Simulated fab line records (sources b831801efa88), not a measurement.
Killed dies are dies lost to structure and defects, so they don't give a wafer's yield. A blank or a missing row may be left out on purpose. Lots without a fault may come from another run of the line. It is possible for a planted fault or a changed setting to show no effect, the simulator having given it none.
Split-lot study | flow sky130 | route with 708 steps; 5 lots, 23 wafers read

THE SPLIT
At SKY_VIA1_HDPCVD_00 (deposits SiO2, target thk 1030 nm, time 171.7 s), the setting sih4_flow_sccm was moved away from the recipe's 60 sccm on 10 of the 23 wafers read, by -13.9% to +13.3%. All remaining wafers had this setting at the recipe value.

There is no step in the file separating the split from the reading.

THE READING
VIA1_HDPCVD_THK (nm), taken at SKY_VIA1_THK_MEAS_01. A value of 1024 nm with a standard deviation of 12 nm is what fault-free wafers of this fab line usually give.

wafer  | tool, chamber at the split | sih4_flow_sccm as run, sccm | against the recipe | VIA1_HDPCVD_THK, nm | against lot-mates on the recipe
L077.1 | hdpcvd-02, 0               | 64.95                       | +8.3%              | 1107                | +83
L077.2 | hdpcvd-02, 2               | 60                          | recipe             | 1020                | -
L077.3 | hdpcvd-02, 1               | 60                          | recipe             | 1025                | -
L077.4 | hdpcvd-02, 1               | 60                          | recipe             | 1028                | -
L077.5 | hdpcvd-02, 2               | 64.95                       | +8.3%              | 1104                | +80
L074.1 | hdpcvd-01, 1               | 51.67                       | -13.9%             | 893                 | -130
L074.2 | hdpcvd-01, 0               | 51.67                       | -13.9%             | 882                 | -142
L074.3 | hdpcvd-01, 0               | 60                          | recipe             | 1020                | -
L074.5 | hdpcvd-01, 1               | 51.67                       | -13.9%             | 890                 | -134
L074.6 | hdpcvd-01, 0               | 60                          | recipe             | 1027                | -
L079.2 | hdpcvd-02, 1               | 60                          | recipe             | 1012                | -
L079.3 | hdpcvd-02, 0               | 65.15                       | +8.6%              | 1096                | +83
L079.4 | hdpcvd-02, 0               | 60                          | recipe             | 1010                | -
L079.5 | hdpcvd-02, 2               | 65.15                       | +8.6%              | 1116                | +103
L079.6 | hdpcvd-02, 1               | 60                          | recipe             | 1016                | -
L080.1 | hdpcvd-01, 1               | 60                          | recipe             | 1036                | -
L080.2 | hdpcvd-01, 0               | 60                          | recipe             | 1018                | -
L080.3 | hdpcvd-01, 2               | 68                          | +13.3%             | 1156                | +129
L080.4 | hdpcvd-01, 1               | 68                          | +13.3%             | 1198                | +171
L080.5 | hdpcvd-01, 0               | 68                          | +13.3%             | 1165                | +138
L082.4 | hdpcvd-02, 1               | 60                          | recipe             | 1015                | -
L082.5 | hdpcvd-02, 2               | 60                          | recipe             | 1027                | -
L082.6 | hdpcvd-02, 0               | 60                          | recipe             | 1018                | -

FIT RESULTS
A straight line over all 23 wafers: VIA1_HDPCVD_THK changes by +10.3 nm for each +1% of sih4_flow_sccm; r = +0.99; the points scatter about the line by 11 nm.
The same after taking each lot's own level away (the mean of its wafers on the recipe; 23 wafers): +10.3 nm for each +1%; r = +0.99; scatter 9.6 nm.
Per that fit: largest sih4_flow_sccm move, reading shift of 1.4e+02 nm.
The span of the lots' own levels, 1012.7 to 1027.0 nm, comes to 1.2 times the standard deviation stated above.
The two slopes agree, so the slope changes little with the lot-to-lot level.
Check: -143 nm against its lot-mates is what the line predicts for one of the wafers moved furthest among these (-13.9%) when that wafer is left out of the fit. It came out at -130 nm against them.

FURTHER SPLITS ON THESE WAFERS
Before the reading, these wafers also passed through other splits. Each is held against what the fit with the lots' levels taken away leaves over:
other split on the same wafers                   | wafers away from the commonest value | r with VIA1_HDPCVD_THK (lot level and that fit taken away)
SKY_LI_CONTACT_ETCH_15 bias_w                    | 9                                    | +0.32
SKY_LOCAL_INTERCONNECT_COAT_06 spin_rpm          | 7                                    | -0.17
SKY_LOCAL_INTERCONNECT_DEVELOP_10 develop_time_s | 10                                   | -0.50
SKY_CONTACT_SPUTTER_23 chamber_pressure_pa       | 10                                   | -0.17
SKY_METAL1_SPUTTER_03 power_w                    | 12                                   | -0.11

THE WHOLE CHAIN: every reading that the file lists as answering this split, in the file's order
step                 | what it does                                    | reading                                                                        | change (the file's fit)              | r (the file's)
SKY_VIA1_HDPCVD_00   | deposits SiO2, target thk 1030 nm, time 171.7 s | SiO2_of_VIA1_HDPCVD_00.thk_nm (the simulator's own value, which no gauge read) | +10.3 nm for each +1% of the setting | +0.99
SKY_VIA1_THK_MEAS_01 |                                                 | VIA1_HDPCVD_THK                                                                | +10.3 for each +1% of the setting    | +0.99

THE FILE'S OWN FIT
VIA1_HDPCVD_THK changes by +10.3 nm for each +1% of sih4_flow_sccm, r = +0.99.
